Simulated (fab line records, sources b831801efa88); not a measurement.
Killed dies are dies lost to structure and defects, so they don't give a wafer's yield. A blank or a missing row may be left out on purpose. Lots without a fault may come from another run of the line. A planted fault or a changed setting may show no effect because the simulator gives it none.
Which tool did it? | flow sky130 | 13 lots, 39 wafers sampled, at 5 steps of a route of 708

WHAT THE GAUGES READ, wafer by wafer
SKY_FIELD_ISO_THK_MEAS_02. Usual: FIELD_ISO_OXIDATION_00_THK 12.15 nm, standard deviation 0.25.
lot  | measured    | on            | FIELD_ISO_OXIDATION_00_THK (nm) | flag
L325 | day 1 13:04 | film_metro-02 | 12.14 12.36 11.97               |
L326 | day 1 17:26 | film_metro-03 | 12.28 12.10 12.51               |
L327 | day 1 22:02 | film_metro-01 | 11.58 11.70 11.70               |
L329 | day 2 07:44 | film_metro-03 | 12.32 12.30 12.43               |
L331 | day 2 17:38 | film_metro-03 | 12.06 12.12 12.11               |
L332 | day 2 22:50 | film_metro-01 | 12.29 12.21 12.18               |
L334 | day 3 09:36 | film_metro-03 | 12.00 12.09 11.87               |
L336 | day 3 19:19 | film_metro-03 | 11.98 12.31 12.00               |
L342 | day 5 06:48 | film_metro-03 | 10.52 10.43 10.51               | OFF
L343 | day 5 06:48 | film_metro-01 | 10.13 10.15 10.21               | OFF
L344 | day 5 17:50 | film_metro-03 | 12.38 12.54 12.37               |
L345 | day 5 17:52 | film_metro-02 | 12.42 12.57 12.39               |
L348 | day 6 06:52 | film_metro-03 | 12.06 11.99 11.91               |

SKY_VIA2_RS_MEAS_22: measures by four-point-probe. Usual: VIA2_W_RS 0.2562 ohm/sq, standard deviation 0.0022.
lot  | measured     | on            | VIA2_W_RS (ohm/sq)   | flag
L325 | day 36 14:32 | film_metro-02 | 0.2618 0.2580 0.2602 |
L326 | day 36 14:41 | film_metro-01 | 0.2580 0.2543 0.2527 |
L327 | day 36 20:26 | film_metro-01 | 0.2593 0.2543 0.2569 |
L329 | day 37 10:11 | film_metro-01 | 0.2597 0.2581 0.2549 |
L331 | day 38 01:13 | film_metro-02 | 0.2529 0.2538 0.2534 |
L332 | day 38 17:10 | film_metro-02 | 0.2589 0.2584 0.2573 |
L334 | day 39 14:53 | film_metro-01 | 0.2579 0.2572 0.2574 |
L336 | day 40 18:36 | film_metro-03 | 0.2566 0.2568 0.2545 |
L342 | day 42 00:41 | film_metro-01 | 0.2548 0.2531 0.2549 |
L343 | day 42 02:44 | film_metro-03 | 0.2544 0.2539 0.2571 |
L344 | day 42 08:59 | film_metro-03 | 0.2577 0.2560 0.2540 |
L345 | day 42 10:47 | film_metro-02 | 0.2533 0.2544 0.2535 |
L348 | day 43 06:25 | film_metro-01 | 0.2536 0.2561 0.2571 |

SKY_VIA3_THK_MEAS_01. Usual: VIA3_HDPCVD_THK 1585 nm, standard deviation 17.
lot  | measured     | on            | VIA3_HDPCVD_THK (nm) | flag
L325 | day 38 20:49 | film_metro-02 | 1597 1558 1564       |
L326 | day 38 21:17 | film_metro-02 | 1570 1592 1584       |
L327 | day 39 01:52 | film_metro-02 | 1565 1583 1550       |
L329 | day 39 15:58 | film_metro-04 | 1575 1588 1582       |
L331 | day 40 07:05 | film_metro-04 | 1609 1584 1573       |
L332 | day 40 22:53 | film_metro-04 | 1593 1600 1583       |
L334 | day 41 17:50 | film_metro-01 | 1598 1602 1581       |
L336 | day 42 21:19 | film_metro-04 | 1577 1596 1594       |
L342 | day 44 01:31 | film_metro-04 | 1585 1573 1579       |
L343 | day 44 02:55 | film_metro-01 | 1601 1596 1572       |
L344 | day 44 09:33 | film_metro-02 | 1593 1578 1580       |
L345 | day 44 10:28 | film_metro-02 | 1572 1588 1562       |
L348 | day 45 05:42 | film_metro-01 | 1595 1579 1586       |

WHICH TOOL RAN EACH LOT (tool, then ch and the chambers of the sampled wafers, then the start)
lot  | SKY_FIELD_ISO_OXIDATION_01   | SKY_METAL2_SPUTTER_00
L325 | furnace-01 ch 0, day 1 11:34 | pvd_sputter-04, day 34 06:24
L326 | furnace-01 ch 0, day 1 15:55 | pvd_sputter-02, day 34 06:37
L327 | furnace-02 ch 0, day 1 20:32 | pvd_sputter-01, day 34 13:25
L329 | furnace-01 ch 0, day 2 06:14 | pvd_sputter-04, day 35 04:31
L331 | furnace-01 ch 0, day 2 16:07 | pvd_sputter-02, day 35 18:23
L332 | furnace-02 ch 0, day 2 21:19 | pvd_sputter-01, day 36 11:41
L334 | furnace-02 ch 0, day 3 08:05 | pvd_sputter-04, day 37 09:52
L336 | furnace-02 ch 0, day 3 17:48 | pvd_sputter-02, day 38 13:49
L342 | furnace-01 ch 0, day 5 05:17 | pvd_sputter-04, day 39 20:49
L343 | furnace-01 ch 0, day 5 05:17 | pvd_sputter-04, day 39 22:52
L344 | furnace-02 ch 0, day 5 16:19 | pvd_sputter-02, day 40 05:12
L345 | furnace-02 ch 0, day 5 16:19 | pvd_sputter-04, day 40 07:13
L348 | furnace-02 ch 0, day 6 05:20 | pvd_sputter-01, day 41 05:27
- SKY_FIELD_ISO_OXIDATION_01: stabilise 600 s, purge 300 s, target thk 12 nm.
- SKY_METAL2_SPUTTER_00: material Ti, target thk 15 nm, time 10 s.

WHAT THE TOOLS THEMSELVES READ (means of the sampled wafers that have a number; where no wafer has one, the mark that the record gives instead)
SKY_FIELD_ISO_OXIDATION_01. Usual: zone_power_centre_pct 16.7 %, standard deviation 1.3.
lot  | tool       | zone_power_centre_pct (%) | flag
L325 | furnace-01 | 18.2                      |
L326 | furnace-01 | 18.3                      |
L327 | furnace-02 | 15.6                      |
L329 | furnace-01 | 18.4                      |
L331 | furnace-01 | 18.3                      |
L332 | furnace-02 | 15.6                      |
L334 | furnace-02 | 15.5                      |
L336 | furnace-02 | 15.6                      |
L342 | furnace-01 | 18.0                      |
L343 | furnace-01 | 18.4                      |
L344 | furnace-02 | 15.7                      |
L345 | furnace-02 | 15.4                      |
L348 | furnace-02 | 15.6                      |

SKY_METAL2_SPUTTER_00. Usual: throttle_valve_pct 29.4 %, standard deviation 1.2.
lot  | tool           | throttle_valve_pct (%) | flag
L325 | pvd_sputter-04 | 28.7                   |
L326 | pvd_sputter-02 | 30.2                   |
L327 | pvd_sputter-01 | 29.0                   |
L329 | pvd_sputter-04 | 29.9                   |
L331 | pvd_sputter-02 | 31.1                   |
L332 | pvd_sputter-01 | 29.0                   |
L334 | pvd_sputter-04 | 29.3                   |
L336 | pvd_sputter-02 | 30.9                   |
L342 | pvd_sputter-04 | 30.3                   |
L343 | pvd_sputter-04 | 30.2                   |
L344 | pvd_sputter-02 | 30.2                   |
L345 | pvd_sputter-04 | 29.9                   |
L348 | pvd_sputter-01 | 29.2                   |

THE ANSWER, worked out from the rows above alone
Rule: a lot is off if the mean of its wafers that have a number lies more than 3 standard deviations from the usual mean. A lot without any number at a reading at which 4 lots or more have one is off too. The other lots that the step has rows for count as sound. The gauges are gone through in route order, then the tools' own readings, and for those a lot's mean is taken as printed above. The first step at which some lot is off is used, and at that step the reading that is off furthest; a lot without a number counts as furthest.
Off: L342, L343, at SKY_FIELD_ISO_THK_MEAS_02 (FIELD_ISO_OXIDATION_00_THK).
A tool fits if, at a process step before that reading, it ran every lot that is off, and no sound lot after the first of them. The gauges at SKY_FIELD_ISO_THK_MEAS_02 are tried like those tools. One fits: furnace-01 at SKY_FIELD_ISO_OXIDATION_01. Its last sound lot is L331 (day 2 16:07), its first lot that is off L342 (day 5 05:17): a fault that began between those two fits.

WHAT THE SIMULATOR HAD PUT IN
Process parameter drift: furnace-01, from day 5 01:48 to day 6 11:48, at SKY_FIELD_ISO_OXIDATION_01. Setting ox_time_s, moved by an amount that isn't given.
Lots struck among those shown: L342, L343. The rule above found the same.
